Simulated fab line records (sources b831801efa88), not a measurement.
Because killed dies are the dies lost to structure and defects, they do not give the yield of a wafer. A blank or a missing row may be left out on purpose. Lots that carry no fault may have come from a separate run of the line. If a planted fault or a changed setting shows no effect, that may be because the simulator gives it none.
Matching of chambers / flow gf180mcu / 4 sister chambers for GF_V3_CMP_04 on cmp-02
The step polishes SiO2. 24 wafers are shown with their chamber, then 12 later ones without.

## WAFERS WITH THEIR CHAMBER
wafer=L074.2; chamber=2; motorCurrentA (A)=11.8; timeToEndpointS (s)=73; slurryFilterDpKPa (kPa)=13.42
wafer=L074.4; chamber=3; motorCurrentA (A)=13.1; timeToEndpointS (s)=88; slurryFilterDpKPa (kPa)=13.52
wafer=L074.6; chamber=3; motorCurrentA (A)=13.4; timeToEndpointS (s)=77; slurryFilterDpKPa (kPa)=13.54
wafer=L075.2; chamber=2; motorCurrentA (A)=11.8; timeToEndpointS (s)=75; slurryFilterDpKPa (kPa)=13.11
wafer=L075.3; chamber=3; motorCurrentA (A)=13.2; timeToEndpointS (s)=83; slurryFilterDpKPa (kPa)=13.52
wafer=L075.6; chamber=2; motorCurrentA (A)=12.2; timeToEndpointS (s)=79; slurryFilterDpKPa (kPa)=13.53
wafer=L077.3; chamber=1; motorCurrentA (A)=10.9; timeToEndpointS (s)=89; slurryFilterDpKPa (kPa)=13.54
wafer=L077.5; chamber=1; motorCurrentA (A)=11.3; timeToEndpointS (s)=86; slurryFilterDpKPa (kPa)=13.48
wafer=L077.6; chamber=2; motorCurrentA (A)=12.9; timeToEndpointS (s)=89; slurryFilterDpKPa (kPa)=13.43
wafer=L081.1; chamber=3; motorCurrentA (A)=14.5; timeToEndpointS (s)=86; slurryFilterDpKPa (kPa)=13.57
wafer=L081.2; chamber=2; motorCurrentA (A)=12.2; timeToEndpointS (s)=84; slurryFilterDpKPa (kPa)=13.46
wafer=L081.3; chamber=0; motorCurrentA (A)=13.4; timeToEndpointS (s)=88; slurryFilterDpKPa (kPa)=13.67
wafer=L084.1; chamber=1; motorCurrentA (A)=11.3; timeToEndpointS (s)=78; slurryFilterDpKPa (kPa)=13.50
wafer=L084.2; chamber=2; motorCurrentA (A)=11.7; timeToEndpointS (s)=78; slurryFilterDpKPa (kPa)=13.76
wafer=L084.5; chamber=2; motorCurrentA (A)=12.4; timeToEndpointS (s)=87; slurryFilterDpKPa (kPa)=13.50
wafer=L086.1; chamber=1; motorCurrentA (A)=11.0; timeToEndpointS (s)=80; slurryFilterDpKPa (kPa)=13.51
wafer=L086.2; chamber=2; motorCurrentA (A)=12.4; timeToEndpointS (s)=68; slurryFilterDpKPa (kPa)=13.40
wafer=L086.4; chamber=0; motorCurrentA (A)=14.6; timeToEndpointS (s)=81; slurryFilterDpKPa (kPa)=13.62
wafer=L088.1; chamber=2; motorCurrentA (A)=12.4; timeToEndpointS (s)=76; slurryFilterDpKPa (kPa)=13.63
wafer=L088.3; chamber=3; motorCurrentA (A)=13.7; timeToEndpointS (s)=78; slurryFilterDpKPa (kPa)=13.66
wafer=L088.4; chamber=0; motorCurrentA (A)=13.5; timeToEndpointS (s)=79; slurryFilterDpKPa (kPa)=13.31
wafer=L091.2; chamber=3; motorCurrentA (A)=12.9; timeToEndpointS (s)=75; slurryFilterDpKPa (kPa)=13.42
wafer=L091.4; chamber=1; motorCurrentA (A)=10.4; timeToEndpointS (s)=76; slurryFilterDpKPa (kPa)=13.29
wafer=L091.6; chamber=1; motorCurrentA (A)=11.2; timeToEndpointS (s)=77; slurryFilterDpKPa (kPa)=13.52

SIGNATURES, as means of the wafers listed above
reading=motorCurrentA; chamber 0=13.833; chamber 1=11.017; chamber 2=12.200; chamber 3=13.467; scatter within a chamber=0.464
reading=timeToEndpointS; chamber 0=82.67; chamber 1=81.00; chamber 2=78.78; chamber 3=81.17; scatter within a chamber=5.9
reading=slurryFilterDpKPa; chamber 0=13.5333; chamber 1=13.4733; chamber 2=13.4711; chamber 3=13.5383; scatter within a chamber=0.142
Rule: for each reading, subtract the chamber's mean from the wafer's reading, divide by that reading's scatter and square the result; add these up over the readings and take the root, which gives the wafer's distance from the chamber. If the next closest chamber is less than 2 further off than the closest, the wafer can't be placed; otherwise it belongs to the closest. How the scatter is found: for the shown wafers, subtract from each reading the mean of its chamber, square and add these, divide the total by (wafers less chambers), then take the root.

## WAFERS WITH NO CHAMBER GIVEN
wafer=L092.1; motorCurrentA (A)=13.4; timeToEndpointS (s)=80; slurryFilterDpKPa (kPa)=13.61
wafer=L092.2; motorCurrentA (A)=12.9; timeToEndpointS (s)=72; slurryFilterDpKPa (kPa)=13.50
wafer=L092.4; motorCurrentA (A)=11.2; timeToEndpointS (s)=80; slurryFilterDpKPa (kPa)=13.32
wafer=L093.1; motorCurrentA (A)=10.5; timeToEndpointS (s)=80; slurryFilterDpKPa (kPa)=13.79
wafer=L093.3; motorCurrentA (A)=14.0; timeToEndpointS (s)=86; slurryFilterDpKPa (kPa)=13.51
wafer=L093.4; motorCurrentA (A)=13.2; timeToEndpointS (s)=92; slurryFilterDpKPa (kPa)=13.48
wafer=L094.1; motorCurrentA (A)=11.5; timeToEndpointS (s)=69; slurryFilterDpKPa (kPa)=13.47
wafer=L094.3; motorCurrentA (A)=14.4; timeToEndpointS (s)=77; slurryFilterDpKPa (kPa)=13.43
wafer=L094.6; motorCurrentA (A)=14.0; timeToEndpointS (s)=93; slurryFilterDpKPa (kPa)=13.51
wafer=L096.3; motorCurrentA (A)=12.2; timeToEndpointS (s)=70; slurryFilterDpKPa (kPa)=13.63
wafer=L096.5; motorCurrentA (A)=14.3; timeToEndpointS (s)=90; slurryFilterDpKPa (kPa)=13.18
wafer=L096.6; motorCurrentA (A)=12.7; timeToEndpointS (s)=90; slurryFilterDpKPa (kPa)=13.75

## WHICH CHAMBER EACH ONE RAN IN
wafer=L092.1; from the rows above=can't be placed: 3 or 0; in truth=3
wafer=L092.2; from the rows above=can't be placed: 2 or 3 or 0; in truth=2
wafer=L092.4; from the rows above=can't be placed: 1 or 2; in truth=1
wafer=L093.1; from the rows above=can't be placed: 1 or 2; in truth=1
wafer=L093.3; from the rows above=can't be placed: 0 or 3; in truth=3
wafer=L093.4; from the rows above=can't be placed: 3 or 0 or 2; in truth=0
wafer=L094.1; from the rows above=can't be placed: 2 or 1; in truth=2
wafer=L094.3; from the rows above=can't be placed: 0 or 3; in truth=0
wafer=L094.6; from the rows above=can't be placed: 0 or 3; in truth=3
wafer=L096.3; from the rows above=can't be placed: 2 or 1 or 3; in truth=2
wafer=L096.5; from the rows above=can't be placed: 0 or 3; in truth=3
wafer=L096.6; from the rows above=can't be placed: 3 or 2 or 0 or 1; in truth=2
Correct placement for 0 of the 12. These rows do not allow placing 12 (true chamber among the candidates in 12). 0 placed wrongly.
